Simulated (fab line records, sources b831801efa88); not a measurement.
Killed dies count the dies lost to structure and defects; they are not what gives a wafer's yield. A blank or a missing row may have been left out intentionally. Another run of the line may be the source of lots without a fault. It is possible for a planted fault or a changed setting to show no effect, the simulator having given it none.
Chamber matching / flow sky130 / rie diel-02 running SKY_METAL3_ETCH_17: 4 sister chambers
The step etches SiO2 in C4F8/O2/Ar, stops on TiN, time 3.9 s, target depth 15 nm. 4 wafers are shown with their chamber, then 7 later ones without.

== WAFERS, EACH WITH ITS CHAMBER ==
wafer=L191.4; chamber=0; chamber pressure mTorr (mTorr)=40.03
wafer=L210.3; chamber=1; chamber pressure mTorr (mTorr)=40.05
wafer=L211.1; chamber=2; chamber pressure mTorr (mTorr)=39.98
wafer=L211.2; chamber=3; chamber pressure mTorr (mTorr)=40.02

== WAFERS WHOSE CHAMBER IS MISSING ==
wafer=L211.5; chamber pressure mTorr (mTorr)=39.97
wafer=L213.3; chamber pressure mTorr (mTorr)=39.99
wafer=L213.4; chamber pressure mTorr (mTorr)=39.99
wafer=L213.5; chamber pressure mTorr (mTorr)=40.02
wafer=L214.2; chamber pressure mTorr (mTorr)=39.99
wafer=L214.3; chamber pressure mTorr (mTorr)=40.03
wafer=L214.4; chamber pressure mTorr (mTorr)=40.03

== EACH ONE'S CHAMBER ==
wafer=L211.5; from the rows above=2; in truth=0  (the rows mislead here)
wafer=L213.3; from the rows above=2; in truth=2
wafer=L213.4; from the rows above=2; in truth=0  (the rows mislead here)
wafer=L213.5; from the rows above=can't be placed: 3 or 0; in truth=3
wafer=L214.2; from the rows above=2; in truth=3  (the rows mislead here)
wafer=L214.3; from the rows above=can't be placed: 0 or 3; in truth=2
wafer=L214.4; from the rows above=can't be placed: 0 or 3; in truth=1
Placed correctly: 1 of 7. Cannot be placed on the basis of these rows: 3; the candidates contain the true chamber in 1. Number placed wrongly: 3.
How it was worked out, from the rows above alone: a wafer's distance from a chamber is the root of the sum, over the readings, of the square of ((its reading less the chamber's mean) divided by the reading's scatter). The wafer belongs to the nearest chamber; if the next one is less than 2 further off, it can't be placed. For every chamber, the mean is computed from those of its wafers that are shown. The scatter (one wafer shown for each chamber): square how far every hidden wafer sits from the nearest shown wafer, average those squares and take the square root.
